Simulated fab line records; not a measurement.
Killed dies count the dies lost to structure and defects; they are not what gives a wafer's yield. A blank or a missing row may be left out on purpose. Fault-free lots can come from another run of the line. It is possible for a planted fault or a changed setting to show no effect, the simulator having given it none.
Struck lot and sound lot, side by side :: flow sky130 :: 22 steps out of a route of 708
Sound: the wafers L104.2, L104.3, L104.6. Wafers L115.1, L115.2, L115.4 were the ones struck. The cause is given at the end.
Per side, at each step with rows, come the tool, then ch with its chambers, and then its first start. Under that, the readings that differ: sound wafers :: struck wafers :: difference of the means :: sigmas: that difference in standard deviations of wafers without a fault.
alike: words and numbers the same on both sides, and readings whose means are apart by under 2 such deviations; not compared: readings that were withheld, readings missing a value for some wafer, numbers with overlapping values and no deviation given by the record, and bounds like >300 which may hide the same value.
Wherever a step has rows on one side only, a row that says differs or no value, or a row with sigmas, the two part there. Non-overlapping numbers with no deviation appear without sigmas and do not part them. A reading missing from all wafers of one side parts the sides only when that side holds two or more wafers.

SKY_METAL3_SPUTTER_00: material Ti, target thk 15 nm, time 10 s.
  struck on pvdSputter-04, day 41 11:43; sound on pvdSputter-02, day 37 23:52
  alike: throttleValvePct
SKY_METAL3_SPUTTER_01: material TiN, target thk 20 nm, time 16.7 s.
  struck on pvdSputter-04, day 41 11:44; sound on pvdSputter-02, day 37 23:53
  alike: throttleValvePct
then, 2 steps without rows for these wafers: SKY_METAL3_SPUTTER_02 (material AlCu, target thk 735 nm, time 39.1 s); SKY_METAL3_SPUTTER_03 (material Ti, target thk 5 nm, time 3.3 s).
SKY_METAL3_SPUTTER_04: material TiN, target thk 70 nm, time 58.3 s.
  struck on pvdSputter-04, day 41 11:49; sound on pvdSputter-02, day 37 23:59
reading: throttleValvePct (%)
sound: 32.3 31.3 32.3
struck: 29.0 30.5 30.4
difference: -2.0
sigmas: -2
SKY_CAPM_CVD_00: deposits SiO2, target thk 15.5 nm.
  sound on pecvd-04 ch 0,1, day 38 00:02; struck on pecvd-02 ch 0,1,2, day 41 11:52
  alike: heaterPowerW
SKY_CAPM_THK_MEAS_01:
  struck on filmMetro-01, day 41 11:53; sound on filmMetro-02, day 38 00:04
  alike: CAPM_CVD_00_THK
SKY_CAPM_SPUTTER_02: material TiN, target thk 200 nm, time 166.7 s.
  struck on pvdSputter-01, day 41 11:57; sound on pvdSputter-01, day 38 00:07
  alike: throttleValvePct
SKY_CAPM_RS_MEAS_03: uses a four-point probe to measure.
  struck on filmMetro-03, day 41 12:04; sound on filmMetro-03, day 38 00:15
reading: CAPM_TIN_RS (ohm/sq)
sound: 6.99 7.02 6.97
struck: 6.86 6.74 6.80
difference: -0.19
sigmas: -2
SKY_CAPM_THK_MEAS_04: measures by xrf.
  struck on filmMetro-03, day 41 12:11; sound on filmMetro-03, day 38 00:22
reading: CAPM_TIN_THK (nm)
sound: 200.5 199.6 200.9
struck: 204.2 208.1 206.0
difference: +5.8
sigmas: +2
then, 2 steps without rows for these wafers: SKY_CAPM_DEHYDRATE_05 (time 60 s); SKY_CAPM_HMDS_06 (prime time 60 s).
SKY_CAPM_COAT_07: resist thk 1140 nm.
  sound on lithoTrack-01 ch 0, day 38 12:04; struck on lithoTrack-01 ch 0, day 41 23:29
reading: model.NOVOLAK_of_CAPM_COAT_07.thkNm (nm)
sound: 1146 1145 1146
struck: 1204 1206 1202
difference: +58
sigmas: 
  alike: dispensePressureKPa, spinSpeedRpm
then, 4 steps without rows for these wafers: SKY_CAPM_SOFTBAKE_08 (time 60 s); SKY_CAPM_EXPOSE_09 (exposes mask CAPM, target cd 1000 nm); SKY_CAPM_PEB_10; SKY_CAPM_DEVELOP_11 (develop time 60 s).
SKY_CAPM_OVL_MEAS_12:
  struck on overlay-02, day 42 11:25; sound on overlay-02, day 39 01:08
  alike: CAPM_OVL
SKY_CAPM_METAL_ETCH_13: etches TiN in Cl2/BCl3, stops on SiO2, target depth 220 nm, time 62.9 s.
  sound on rieMetal-02 ch 1, day 39 01:10; struck on rieMetal-02 ch 0,1, day 42 11:27
reading: model.NOVOLAK_of_CAPM_COAT_07.thkNm (nm)
sound: 997.1 997.7 997.3
struck: 1053 1056 1051
difference: +56
sigmas: 

reading: model.CAPM.cdNm (nm)
sound: 1001 998.2 998.7
struck: 1007 1009 1007
difference: +8
sigmas: 
  alike: chamberPressureMTorr, drypumpMotorCurrentA, oesProductAu, throttleValvePct
  not compared: rfHoursCounterH
SKY_CAPM_STRIP_14: strips in O2/N2.
  sound on plasmaAsher-02 ch 0,1, day 39 01:14; struck on plasmaAsher-01 ch 0,1, day 42 11:32
reading: stripTimeToEndpointS (s)
sound: 12.70 12.71 12.71
struck: 13.24 13.30 13.23
difference: +0.55
sigmas: +13
  alike: chamberPressureMTorr, drypumpMotorCurrentA, oesProductAu
  not compared: rfHoursCounterH
then, 1 step without rows for these wafers: SKY_CAPM_STRIP_15 (strips in post etch residue remover, time 1200 s).
-- the record jumps here: 7 days lie between the struck wafers' starts before and after (it left off in module CAPM and takes up again in module PAD_OPEN, whose first step shown is number 708 of the route) --
SKY_PAD_OPEN_PROBE_99:
  the record has rows for the struck wafers here (prober-01, day 49 19:05) and none for the sound ones

WHERE THEY PART
First at SKY_METAL3_SPUTTER_04; last, within this record, at SKY_PAD_OPEN_PROBE_99.

WHY: whatever the simulator had introduced
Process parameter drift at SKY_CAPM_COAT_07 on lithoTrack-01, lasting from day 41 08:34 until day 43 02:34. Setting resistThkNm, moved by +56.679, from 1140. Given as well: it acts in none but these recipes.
